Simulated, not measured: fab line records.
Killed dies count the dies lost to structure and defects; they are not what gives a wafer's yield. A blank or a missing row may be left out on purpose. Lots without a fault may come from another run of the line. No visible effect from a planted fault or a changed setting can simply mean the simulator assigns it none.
Which tool did it? + flow sky130 + 11 lots, 33 wafers sampled, at 5 steps of a route of 708

== WHAT THE GAUGES SHOWED, per wafer ==
SKY_LI_CONTACT_CD_MEAS_12: the cd target is 170 nm. Usual: cdNm reads 170.6 nm (standard deviation 1.5).
| lot  | measured     | on       | cdNm (nm)         | flag |
|------|--------------|----------|-------------------|------|
| L131 | day 28 22:48 | cdSem-01 | 169.5 168.7 169.0 |      |
| L132 | day 30 02:30 | cdSem-01 | 168.1 170.3 169.2 |      |
| L134 | day 30 05:57 | cdSem-01 | 169.2 169.2 169.3 |      |
| L137 | day 31 09:58 | cdSem-01 | 167.0 168.1 167.4 |      |
| L144 | day 33 16:47 | cdSem-02 | 172.4 171.6 171.7 |      |
| L145 | day 33 23:54 | cdSem-01 | 173.2 174.4 173.1 |      |
| L146 | day 34 02:41 | cdSem-02 | 169.2 170.5 169.9 |      |
| L152 | day 35 20:25 | cdSem-01 | 171.7 172.7 171.2 |      |
| L151 | day 36 05:36 | cdSem-02 | 170.0 170.4 171.2 |      |
| L153 | day 36 12:05 | cdSem-02 | 169.2 168.9 170.8 |      |
| L154 | day 36 16:15 | cdSem-02 | 170.4 172.4 171.7 |      |

SKY_LI_CONTACT_OVL_MEAS_13. Usual: for LI_CONTACT_OVL the level is -1 nm and the standard deviation is 5.2.
| lot  | measured     | on         | LI_CONTACT_OVL (nm) | flag |
|------|--------------|------------|---------------------|------|
| L131 | day 28 22:55 | overlay-01 | -2 -2 1             |      |
| L132 | day 30 02:37 | overlay-01 | 3 -2 1              |      |
| L134 | day 30 06:04 | overlay-02 | -9 -12 -11          |      |
| L137 | day 31 10:05 | overlay-02 | -3 3 -7             |      |
| L144 | day 33 16:54 | overlay-01 | -8 -8 -6            |      |
| L145 | day 34 00:01 | overlay-02 | -8 -1 2             |      |
| L146 | day 34 02:48 | overlay-01 | 9 1 6               |      |
| L152 | day 35 20:32 | overlay-01 | -3 1 -1             |      |
| L151 | day 36 05:43 | overlay-01 | 5 0 0               |      |
| L153 | day 36 12:11 | overlay-01 | -8 -7 -6            |      |
| L154 | day 36 16:21 | overlay-01 | 0 10 4              |      |

SKY_LI_CONTACT_RS_MEAS_22: the measuring method here is four-point-probe. Usual: for LI_CONTACT_W_RS the level is 0.284 ohm/sq and the standard deviation is 0.0041.
| lot  | measured     | on           | LI_CONTACT_W_RS (ohm/sq)            | flag |
|------|--------------|--------------|-------------------------------------|------|
| L131 | day 28 23:39 | filmMetro-02 | 0.284 0.287 0.284                   |      |
| L132 | day 30 03:20 | filmMetro-03 | 0.282 0.282 0.277                   |      |
| L134 | day 30 06:49 | filmMetro-03 | 0.283 0.274 0.275                   |      |
| L137 | day 31 10:49 | filmMetro-02 | 0.286 0.285 0.280                   |      |
| L144 | day 33 17:37 | filmMetro-03 | 0.283 0.202 0.202 0.283 0.202 0.202 | OFF  |
| L145 | day 34 00:45 | filmMetro-03 | 0.279 0.200 0.283 0.279 0.201 0.283 | OFF  |
| L146 | day 34 03:32 | filmMetro-03 | 0.199 0.279 0.200 0.199 0.279 0.200 | OFF  |
| L152 | day 35 21:15 | filmMetro-02 | 0.291 0.288 0.283                   |      |
| L151 | day 36 06:28 | filmMetro-02 | 0.290 0.293 0.289                   |      |
| L153 | day 36 12:57 | filmMetro-02 | 0.288 0.292 0.287                   |      |
| L154 | day 36 17:05 | filmMetro-02 | 0.287 0.285 0.290                   |      |

== TOOL THAT RAN EACH LOT (tool first, then ch and the chambers of the sampled wafers, then the start) ==
| lot  | SKY_LI_CONTACT_ETCH_14            | SKY_LI_CONTACT_CVD_21        |
|------|-----------------------------------|------------------------------|
| L131 | rieDiel-02 ch 1,2,3, day 28 22:56 | cvdW-01 ch 1, day 28 23:30   |
| L132 | rieDiel-03 ch 0,1,3, day 30 02:40 | cvdW-02 ch 0,1, day 30 03:13 |
| L134 | rieDiel-02 ch 0,3, day 30 06:05   | cvdW-02 ch 0,1, day 30 06:40 |
| L137 | rieDiel-04 ch 1,2,3, day 31 10:08 | cvdW-02 ch 0,1, day 31 10:41 |
| L144 | rieDiel-03 ch 0,2, day 33 16:56   | cvdW-02 ch 0,1, day 33 17:29 |
| L145 | rieDiel-03 ch 0,1,2, day 34 00:04 | cvdW-02 ch 0,1, day 34 00:37 |
| L146 | rieDiel-02 ch 0,2,3, day 34 02:50 | cvdW-02 ch 0,1, day 34 03:25 |
| L152 | rieDiel-03 ch 0,1, day 35 20:34   | cvdW-01 ch 0,1, day 35 21:07 |
| L151 | rieDiel-02 ch 0,3, day 36 05:46   | cvdW-01 ch 1, day 36 06:20   |
| L153 | rieDiel-04 ch 1,2,3, day 36 12:13 | cvdW-01 ch 0,1, day 36 12:48 |
| L154 | rieDiel-03 ch 0,1,3, day 36 16:23 | cvdW-01 ch 0,1, day 36 16:56 |
- SKY_LI_CONTACT_ETCH_14: etches BARC in N2/H2, stops on SiO2, time 45.9 s, target depth 60 nm.
- SKY_LI_CONTACT_CVD_21: deposits W, target thk 400 nm, time 120.56 s.

== AS READ BY THE TOOLS THEMSELVES (means over the sampled wafers that have a number; for cases with no such wafer, the mark the record gives instead) ==
SKY_LI_CONTACT_ETCH_14. Usual: drypumpMotorCurrentA 5.7 A, standard deviation 0.33; oesProductAu 0.855 a.u., standard deviation 0.0046; throttleValvePct 13.224 %, standard deviation 0.0087.
| lot  | tool       | drypumpMotorCurrentA (A) | oesProductAu (a.u.) | throttleValvePct (%) | flag |
|------|------------|--------------------------|---------------------|----------------------|------|
| L131 | rieDiel-02 | 5.5                      | 0.856               | 13.217               |      |
| L132 | rieDiel-03 | 5.4                      | 0.853               | 13.225               |      |
| L134 | rieDiel-02 | 5.7                      | 0.860               | 13.215               |      |
| L137 | rieDiel-04 | 5.8                      | 0.851               | 13.233               |      |
| L144 | rieDiel-03 | 5.6                      | 0.855               | 13.224               |      |
| L145 | rieDiel-03 | 5.7                      | 0.855               | 13.227               |      |
| L146 | rieDiel-02 | 5.7                      | 0.855               | 13.227               |      |
| L152 | rieDiel-03 | 5.6                      | 0.850               | 13.235               |      |
| L151 | rieDiel-02 | 5.7                      | 0.853               | 13.229               |      |
| L153 | rieDiel-04 | 5.7                      | 0.853               | 13.226               |      |
| L154 | rieDiel-03 | 5.5                      | 0.856               | 13.227               |      |

SKY_LI_CONTACT_CVD_21. Usual: heaterPowerW reads 860 W (standard deviation 59).
| lot  | tool    | heaterPowerW (W) | flag |
|------|---------|------------------|------|
| L131 | cvdW-01 | 895              |      |
| L132 | cvdW-02 | 883              |      |
| L134 | cvdW-02 | 879              |      |
| L137 | cvdW-02 | 835              |      |
| L144 | cvdW-02 | 845              |      |
| L145 | cvdW-02 | 887              |      |
| L146 | cvdW-02 | 833              |      |
| L152 | cvdW-01 | 876              |      |
| L151 | cvdW-01 | 918              |      |
| L153 | cvdW-01 | 868              |      |
| L154 | cvdW-01 | 864              |      |

== THE ANSWER, worked out from the rows above alone ==
Rule: take the mean of a lot's wafers that have a number; if it is more than 3 standard deviations from the usual mean, the lot is off. Also off: a lot with no number at a reading for which 4 or more lots have one. Any other lot the step has rows for is counted as sound. First the gauges in route order, then the tools' own readings, where a lot's mean is used as printed above. At the first step where some lot is off, the reading lying furthest off is the one used; lots without a number count as furthest.
Off: L144, L145, L146, at SKY_LI_CONTACT_RS_MEAS_22 (LI_CONTACT_W_RS).
A tool fits if, at a process step before that reading, it ran every lot that is off, and no sound lot after the first of them. Gauges at SKY_LI_CONTACT_RS_MEAS_22: tried the same way as those tools. This does not decide it: 2 tools fit, namely cvdW-02 at SKY_LI_CONTACT_CVD_21 and filmMetro-03 at SKY_LI_CONTACT_RS_MEAS_22.

== WHAT THE SIMULATOR HAD INSERTED ==
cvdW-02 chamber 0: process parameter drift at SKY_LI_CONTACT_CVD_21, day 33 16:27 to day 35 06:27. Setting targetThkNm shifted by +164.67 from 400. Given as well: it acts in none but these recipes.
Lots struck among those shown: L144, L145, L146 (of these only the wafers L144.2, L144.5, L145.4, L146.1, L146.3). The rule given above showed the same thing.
